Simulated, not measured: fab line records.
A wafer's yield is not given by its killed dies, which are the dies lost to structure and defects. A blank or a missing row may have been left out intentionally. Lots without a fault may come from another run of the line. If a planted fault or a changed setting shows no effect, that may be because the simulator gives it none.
Chamber matching + flow sky130 + SKY_VIA1_ETCH_14 on rie diel-03: 4 sister chambers
The step etches BARC in N2/H2, stops on SiO2, time 45.9 s, target depth 60 nm. 8 wafers are shown with their chamber, then 10 later ones without.

## WAFERS PAIRED WITH THEIR CHAMBERS
| wafer  | chamber | oes product au (a.u.) | h2 flow sccm (sccm) |
|--------|---------|-----------------------|---------------------|
| L081.4 | 1       | 0.858                 | 200.3               |
| L087.5 | 2       | 0.853                 | 200.0               |
| L087.6 | 3       | 0.846                 | 200.6               |
| L089.2 | 0       | 0.849                 | 200.2               |
| L089.3 | 1       | 0.852                 | 199.9               |
| L089.5 | 0       | 0.844                 | 200.3               |
| L090.2 | 3       | 0.853                 | 200.5               |
| L090.3 | 2       | 0.857                 | 199.9               |

## WAFERS MISSING THEIR CHAMBER
| wafer  | oes product au (a.u.) | h2 flow sccm (sccm) |
|--------|-----------------------|---------------------|
| L090.5 | 0.848                 | 200.6               |
| L092.3 | 0.861                 | 199.4               |
| L092.4 | 0.861                 | 200.2               |
| L092.5 | 0.861                 | 199.7               |
| L095.1 | 0.847                 | 199.2               |
| L095.2 | 0.851                 | 200.3               |
| L095.5 | 0.846                 | 200.8               |
| L096.2 | 0.854                 | 201.5               |
| L096.3 | 0.860                 | 199.2               |
| L096.5 | 0.856                 | 201.3               |

## WHICH CHAMBER EACH WENT THROUGH
| wafer  | from the rows above               | in truth                   |
|--------|-----------------------------------|----------------------------|
| L090.5 | can't be placed: 3 or 0           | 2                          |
| L092.3 | can't be placed: 2 or 1           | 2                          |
| L092.4 | can't be placed: 1 or 2           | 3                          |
| L092.5 | can't be placed: 2 or 1           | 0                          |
| L095.1 | can't be placed: 2 or 1 or 0      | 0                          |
| L095.2 | can't be placed: 0 or 1 or 3 or 2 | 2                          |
| L095.5 | can't be placed: 3 or 0           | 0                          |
| L096.2 | 3                                 | 3                          |
| L096.3 | can't be placed: 2 or 1           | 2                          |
| L096.5 | 3                                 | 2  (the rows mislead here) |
1 of 10 placed correctly. From these rows, 8 cannot be placed; in 5 the true chamber is one of the candidates. 1 placed wrongly.
How it was worked out, from the rows above alone: a wafer's distance from a chamber is the root of the sum, over the readings, of the square of ((its reading less the chamber's mean) divided by the reading's scatter). The wafer belongs to the nearest chamber; if the next one is less than 2 further off, it can't be placed. A chamber's mean is the mean of its shown wafers. The scatter: take each reading less its chamber's mean, square it, sum over the shown wafers, divide by the number of wafers less the number of chambers, and take the root.
